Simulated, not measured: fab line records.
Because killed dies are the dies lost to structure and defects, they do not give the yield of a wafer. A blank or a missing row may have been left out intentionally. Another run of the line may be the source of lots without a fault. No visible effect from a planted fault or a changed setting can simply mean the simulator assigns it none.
Code-filled problem report in 8D (eight disciplines) form / flow gf180mcu / the parts of the form that need people (team, actions taken, sign-off) are left out

## 1. THE PROBLEM
Wafers without a fault read 400.1 nm, standard deviation 2.5; cd nm at GF_HV_LDD_CD_MEAS_46 reads a mean of 507.6 nm on 6 wafers belonging to 2 lots. That is +43 standard deviations from the usual mean.
The step: target cd 400 nm.
Seen first at day 15 10:47 on cd sem-02, wafer L296.1. The record has a number at this step for 36 wafers belonging to 12 lots. The rule behind "out" and "out of limits": a value lying over 4 standard deviations away from the usual mean. All remaining wafers that have a number are taken as sound.

## 2. WHAT THIS IS AND IS NOT
question=which readings at this step | is=cd nm | is not=-
question=which lots | is=L296, L300 | is not=L287, L289, L290, L294, L297, L305, L306, L307, L308, L309
question=which wafers of those lots | is=all that have a number | is not=-
question=read on which gauges | is=cd sem-02 | is not=cd sem-01
question=when | is=from day 15 10:47 | is not=up to then (12 sound wafers); but 18 sound wafers of L297, L305, L306, L307, L308, L309 came after

## 3. SUSPECTS, AND WHAT RULES EACH OUT
Counting: a tool at a process step up to the reading stays a suspect if it ran every lot that is out and no sound lot after the first of them.
- the gauge at GF_HV_LDD_CD_MEAS_46: ruled out. All the wafers that are out were read on cd sem-02, but those of them that GF_HV_LDD_STRIP_49 has rows for are out there too, on other tools.
- litho track-01 at GF_HV_LDD_COAT_41 (resist thk 1000 nm): ruled out as a lasting fault. The sound lots L308, L309 went through it after L296, its earliest lot that is out (day 15 00:03).
Left after counting: nothing in the record.

## 4. THE CAUSE (what the simulator had put in)
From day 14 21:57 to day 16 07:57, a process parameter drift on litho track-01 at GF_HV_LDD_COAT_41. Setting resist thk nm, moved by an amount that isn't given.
Counting ruled it out, wrongly: the rule takes a fault to strike every lot that its tool runs from its start on, and this one did not.

## 5. THE EFFECT CHAIN, in route order
Each row: a reading where the mean over the struck wafers with a number is more than 3 standard deviations away from the usual. Scope: only readings with a usual standard deviation given in the record; hours: median across lots of the time from each lot's start at the first step in this table that gives one to its start at this step; sigmas: change in usual standard deviations.
hours=0; step=GF_HV_LDD_CD_MEAS_46; reading=cd nm; usual=400.1 nm; on struck wafers=507.6; change=+107.5; sigmas=+43
hours=5; step=GF_HV_LDD_STRIP_49; reading=oes product au; usual=0.717 a.u.; on struck wafers=0.425; change=-0.292; sigmas=-60
hours=5; step=GF_HV_LDD_STRIP_49; reading=strip time to endpoint s; usual=12.65 s; on struck wafers=4.52; change=-8.13; sigmas=-99 or more
Process steps it contains:
- GF_HV_LDD_STRIP_49: strips in O2/N2.

## 6. HOW IT WOULD HAVE BEEN CAUGHT EARLIER
In this record the first reading out of limits at a measuring or inspecting step was taken at day 15 10:47, 13 hours after the fault began at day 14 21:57.
